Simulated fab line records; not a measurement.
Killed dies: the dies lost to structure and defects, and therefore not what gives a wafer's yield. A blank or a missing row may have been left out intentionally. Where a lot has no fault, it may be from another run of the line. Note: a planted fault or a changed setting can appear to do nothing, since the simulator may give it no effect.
Lot-split experiment | flow sky130 | on a route of 708 steps: 5 lots, 23 wafers read

== THE SPLIT ==
At SKY_CAPM_METAL_ETCH_13 (etches TiN in Cl2/BCl3, stops on SiO2, target depth 220 nm, time 62.9 s), the setting time_s was moved away from the recipe's 62.9 s on 7 of the 23 wafers read, by +6.8% to +11.5%. This setting was run at the recipe's value on the other wafers.

== FROM THE SPLIT TO THE READING: what the file shows between them, 6 steps ==
- SKY_CAPM_STRIP_14: strips in O2/N2
- SKY_METAL3_EXPOSE_10: exposes mask MM3, target cd 300 nm (also split here: dose_mj)
- SKY_METAL3_PEB_11
- SKY_METAL3_DEVELOP_12: develop time 60 s
- SKY_METAL3_CD_MEAS_13: target cd 300 nm
- SKY_METAL3_DESCUM_15: chemistry O2, time 8 s

== THE READING ==
oes_product_au, in a.u., at SKY_METAL3_ETCH_17 (etches SiO2 in C4F8/O2/Ar, stops on TiN, time 3.9 s, target depth 15 nm). On this fab line, fault-free wafers typically give 0.754 a.u. with a standard deviation of 0.0076 a.u.

wafer  | tool, chamber at the split | time_s as run, s | against the recipe | oes_product_au, a.u. | against lot-mates on the recipe
L074.1 | rie_metal-04, 0            | 62.9             | recipe             | 0.749                | -
L074.2 | rie_metal-04, 1            | 62.9             | recipe             | 0.756                | -
L074.4 | rie_metal-04, 1            | 62.9             | recipe             | 0.765                | -
L074.5 | rie_metal-04, 0            | 62.9             | recipe             | 0.756                | -
L074.6 | rie_metal-04, 1            | 62.9             | recipe             | 0.746                | -
L078.1 | rie_metal-02, 1            | 70.11            | +11.5%             | 0.683                | -0.065
L078.2 | rie_metal-02, 0            | 62.9             | recipe             | 0.743                | -
L078.3 | rie_metal-02, 0            | 70.11            | +11.5%             | 0.685                | -0.063
L078.5 | rie_metal-02, 1            | 62.9             | recipe             | 0.746                | -
L078.6 | rie_metal-02, 0            | 62.9             | recipe             | 0.756                | -
L079.1 | rie_metal-02, 0            | 62.9             | recipe             | 0.741                | -
L079.4 | rie_metal-02, 0            | 62.9             | recipe             | 0.759                | -
L079.5 | rie_metal-02, 0            | 62.9             | recipe             | 0.750                | -
L080.1 | rie_metal-03, 1            | 62.9             | recipe             | 0.757                | -
L080.2 | rie_metal-03, 1            | 62.9             | recipe             | 0.758                | -
L080.4 | rie_metal-03, 1            | 62.9             | recipe             | 0.766                | -
L080.5 | rie_metal-03, 1            | 67.2             | +6.8%              | 0.729                | -0.031
L080.6 | rie_metal-03, 1            | 67.2             | +6.8%              | 0.736                | -0.024
L082.2 | rie_metal-04, 0            | 62.9             | recipe             | 0.758                | -
L082.3 | rie_metal-04, 0            | 62.9             | recipe             | 0.759                | -
L082.4 | rie_metal-04, 1            | 69.83            | +11.0%             | 0.709                | -0.049
L082.5 | rie_metal-04, 1            | 69.83            | +11.0%             | 0.716                | -0.042
L082.6 | rie_metal-04, 0            | 69.83            | +11.0%             | 0.709                | -0.049

FIT RESULTS
A straight line over all 23 wafers: oes_product_au changes by -0.00465 a.u. for each +1% of time_s; r = -0.92; the points scatter about the line by 0.0094 a.u.
The same after taking each lot's own level away (the mean of its wafers on the recipe; 23 wafers): -0.00476 a.u. for each +1%; r = -0.96; scatter 0.0065 a.u.
The reading moves by 0.055 a.u. for the largest change in time_s, on that fit.
From 0.7483 to 0.7603 a.u.: that is the span of the lots' own levels, equal to 1.6 times the standard deviation above.
Consequently the slope shifts little with the lot-to-lot level, the two slopes agreeing.
Check: with one of the wafers moved furthest among these (+11.5%) left out of the fit, the line predicts -0.0519 a.u. for it against its lot-mates. Against them it came out at -0.0653 a.u.
Tool readings at the split's step, against how far the setting was moved: oes_product_au r = -0.26.

== THESE WAFERS: OTHER SPLITS ==
Before the reading, these wafers also passed through other splits. Each is held against what the fit with the lots' levels taken away leaves over:
other split on the same wafers | wafers away from the commonest value | r with oes_product_au (lot level and that fit taken away)
SKY_CAPM_SPUTTER_02 time_s     | 11                                   | +0.38
SKY_METAL3_EXPOSE_10 dose_mj   | 11                                   | +0.09

== THE WHOLE CHAIN: every reading that the file lists as answering this split, in the file's order ==
step                   | what it does                                                            | reading                                                                         | change (the file's fit)                   | r (the file's)
SKY_CAPM_METAL_ETCH_13 | etches TiN in Cl2/BCl3, stops on SiO2, target depth 220 nm, time 62.9 s | SiO2_of_CAPM_CVD_00.thk_nm (the simulator's own value, which no gauge read)     | -0.203 nm for each +1% of the setting     | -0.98
SKY_CAPM_METAL_ETCH_13 | etches TiN in Cl2/BCl3, stops on SiO2, target depth 220 nm, time 62.9 s | NOVOLAK_of_CAPM_COAT_07.thk_nm (the simulator's own value, which no gauge read) | -1.64 nm for each +1% of the setting      | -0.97
SKY_CAPM_STRIP_14      | strips in O2/N2                                                         | strip_time_to_endpoint_s                                                        | withheld for each +1% of the setting      | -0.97
SKY_METAL3_ETCH_17     | etches SiO2 in C4F8/O2/Ar, stops on TiN, time 3.9 s, target depth 15 nm | oes_product_au                                                                  | -0.00485 a.u. for each +1% of the setting | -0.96

== FILE'S OWN FIT ==
oes_product_au changes by -0.00485 a.u. for each +1% of time_s, r = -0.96.
